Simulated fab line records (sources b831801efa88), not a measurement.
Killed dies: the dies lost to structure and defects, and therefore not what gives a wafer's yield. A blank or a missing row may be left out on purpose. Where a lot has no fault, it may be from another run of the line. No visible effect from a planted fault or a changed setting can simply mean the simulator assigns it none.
The same fault as seen by 2 desks :: flow sky130 :: numbers are kept per desk, each desk with only its own; the story behind them comes last

## METROLOGY DESK
Lot by lot, what the gauges showed, no matter which tool ran the lot: averages of those sampled wafers that carry a number. If a lot's mean is further than 4 standard deviations from the usual mean, the lot is out of limits and carries the mark OUT (the distance appears in the brackets).
Columns: A = VIA4_OVL at SKY_VIA4_OVL_MEAS_11, usual 0.3 nm
lot: L682
first seen here: day 46 08:16
A: -0.6

lot: L683
first seen here: day 46 13:55
A: 1.8

lot: L686
first seen here: day 47 04:28
A: -2.8

lot: L689
first seen here: day 47 14:50
A: -1.8

lot: L690
first seen here: day 47 15:47
A: -0.1

lot: L691
first seen here: day 47 23:51
A: -2.1

lot: L692
first seen here: day 48 05:28
A: 1.5
Result from this desk: across the 7 lots, nothing is out of limits.

## THE TOOL OWNER'S DESK: pvd_sputter-04
At SKY_VIA4_SPUTTER_17 (material TiN, target thk 20 nm, time 80 s) the tool's own readings: per lot run on this tool, the mean of the sampled wafers that have a number. If a lot's mean is further than 4 standard deviations from the usual mean, the lot is out of limits and carries the mark OUT (the distance appears in the brackets).
Columns: A = throttle_valve_pct at SKY_VIA4_SPUTTER_17, usual 29.9 %
lot: L682
first seen here: day 46 09:26
A: 29.8

lot: L683
first seen here: day 46 14:36
A: 30.0

lot: L686
first seen here: day 47 05:36
A: 28.4

lot: L691
first seen here: day 48 00:34
A: 28.6

lot: L692
first seen here: day 48 06:17
A: 29.7
Result from this desk: across the 5 lots, nothing is out of limits.

## TAKEN TOGETHER
Metrology desk: nothing out of limits seen.
The desk of the tool owner found nothing out of limits.

## WHAT HAD BEEN PUT IN BY THE SIMULATOR
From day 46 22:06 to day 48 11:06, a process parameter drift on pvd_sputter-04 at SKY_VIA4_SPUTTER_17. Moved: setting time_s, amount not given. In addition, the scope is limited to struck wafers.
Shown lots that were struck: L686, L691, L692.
